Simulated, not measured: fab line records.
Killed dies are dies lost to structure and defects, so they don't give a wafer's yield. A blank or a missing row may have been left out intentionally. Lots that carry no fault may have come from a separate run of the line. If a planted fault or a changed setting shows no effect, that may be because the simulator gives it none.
2 desks, one fault || flow sky130 || every desk sees just its own numbers, and what lay behind them comes last

== DESK OF THE TOOL OWNER: lpcvd-01 ==
The tool's own readings at SKY_POLY_GATE_CVD_00 (deposits poly-Si, target thk 180 nm, time 720 s): means of the sampled wafers that have a number, for each lot that ran on this tool. If a lot's mean is further than 4 standard deviations from the usual mean, the lot is out of limits and carries the mark OUT (the distance appears in the brackets).
Columns: A = spike tc bottom C at SKY_POLY_GATE_CVD_00, usual 641.4 C; B = spike tc centre C at SKY_POLY_GATE_CVD_00, usual 621.8 C; C = spike tc lower C at SKY_POLY_GATE_CVD_00, usual 621.3 C; D = spike tc top C at SKY_POLY_GATE_CVD_00, usual 638.9 C; E = spike tc upper C at SKY_POLY_GATE_CVD_00, usual 620.6 C; F = susceptor temp C at SKY_POLY_GATE_CVD_00, usual 620.00 C; G = zone power upper pct at SKY_POLY_GATE_CVD_00, usual 8.6 %
{"lot": "L418", "first seen here": "day 14 07:41", "A": 643.0, "B": 622.5, "C": 621.6, "D": 640.5, "E": 621.0, "F": 620.07, "G": 8.3}
{"lot": "L419", "first seen here": "day 14 16:49", "A": 643.0, "B": 621.8, "C": 621.1, "D": 641.5, "E": 621.5, "F": 620.28, "G": 8.4}
{"lot": "L420", "first seen here": "day 15 12:22", "A": 640.2, "B": 620.4, "C": 621.7, "D": 636.9, "E": 619.1, "F": 619.84, "G": 8.9}
{"lot": "L421", "first seen here": "day 16 00:59", "A": 638.0, "B": 620.9, "C": 621.6, "D": 637.0, "E": 620.2, "F": 619.53, "G": 8.9}
{"lot": "L423", "first seen here": "day 16 00:59", "A": 643.6, "B": 622.8, "C": 620.0, "D": 640.6, "E": 620.7, "F": 620.13, "G": 8.3}
{"lot": "L429", "first seen here": "day 18 20:48", "A": 642.8, "B": 621.8, "C": 620.5, "D": 641.2, "E": 620.7, "F": 620.13, "G": 8.2}
{"lot": "L431", "first seen here": "day 19 03:51", "A": 642.8, "B": 621.5, "C": 621.6, "D": 640.3, "E": 622.4, "F": 620.02, "G": 8.3}
{"lot": "L430", "first seen here": "day 19 05:03", "A": 642.7, "B": 622.9, "C": 620.4, "D": 641.0, "E": 621.7, "F": 619.67, "G": 8.4}
{"lot": "L434", "first seen here": "day 20 07:19", "A": 632.2, "B": "613.5 (-6.9) OUT", "C": "614.3 (-6.4) OUT", "D": 629.8, "E": "613.7 (-5.8) OUT", "F": "613.07 (-24) OUT", "G": 8.8}
{"lot": "L435", "first seen here": "day 20 10:22", "A": "631.8 (-4.0) OUT", "B": "614.8 (-5.9) OUT", "C": "615.0 (-5.7) OUT", "D": 630.0, "E": "613.6 (-5.9) OUT", "F": "612.97 (-24) OUT", "G": 8.9}
This desk finds L434, L435 out of limits, L434 being first, at day 20 07:19 (spike tc centre C at SKY_POLY_GATE_CVD_00). L418, L419, L420, L421, L423, L429, L431, L430: within limits.

== AT THE METROLOGY DESK ==
What the gauges read for every lot (on any tool): the sampled wafers with a number, averaged. If a lot's mean is further than 4 standard deviations from the usual mean, the lot is out of limits and carries the mark OUT (the distance appears in the brackets).
Columns: A = POLY_GATE_CVD_00_THK at SKY_POLY_GATE_THK_MEAS_01, usual 180.3 nm; B = LOCAL_INTERCONNECT_TIN_THK at SKY_LOCAL_INTERCONNECT_THK_MEAS_02, usual 98.2 nm; C = CONTACT_BOW at SKY_CONTACT_BOW_MEAS_05, usual 81 um
{"lot": "L418", "first seen here": "day 14 08:53", "A": 180.9, "B": 97.5, "C": 78}
{"lot": "L419", "first seen here": "day 14 18:01", "A": 180.5, "B": 100.5, "C": 78}
{"lot": "L420", "first seen here": "day 15 13:34", "A": 181.9, "B": 97.1, "C": 76}
{"lot": "L421", "first seen here": "day 16 02:47", "A": 180.3, "B": 99.3, "C": 86}
{"lot": "L423", "first seen here": "day 16 02:49", "A": 179.3, "B": 98.8, "C": 77}
{"lot": "L429", "first seen here": "day 18 22:00", "A": 180.7, "B": 98.4, "C": 78}
{"lot": "L431", "first seen here": "day 19 05:05", "A": 180.1, "B": 98.9, "C": 85}
{"lot": "L430", "first seen here": "day 19 06:16", "A": 180.3, "B": 96.8, "C": 83}
{"lot": "L434", "first seen here": "day 20 09:08", "A": "153.0 (-21) OUT", "B": 98.1, "C": 85}
{"lot": "L435", "first seen here": "day 20 11:34", "A": "153.8 (-20) OUT", "B": 97.5, "C": 85}
This desk's finding: out of limits on L434, L435; first on L434, day 20 09:08 (POLY_GATE_CVD_00_THK at SKY_POLY_GATE_THK_MEAS_01). L418, L419, L420, L421, L423, L429, L431, L430: within limits.

== PUT TOGETHER ==
The tool owner's desk could have raised an alarm at day 20 07:19, on L434, L435.
An alarm was possible from the metrology desk at day 20 09:08, on L434, L435.
Of the lots named, all ran SKY_POLY_GATE_CVD_00 on lpcvd-01.

== WHAT THE SIMULATOR PUT IN ==
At SKY_POLY_GATE_CVD_00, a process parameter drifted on lpcvd-01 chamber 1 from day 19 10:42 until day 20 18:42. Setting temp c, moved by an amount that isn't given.
Shown lots that were struck: L434, L435.
Delay (hours) between the fault's onset and each desk's first out-of-limits reading: 21 at the tool owner's desk, 22 at the metrology desk.
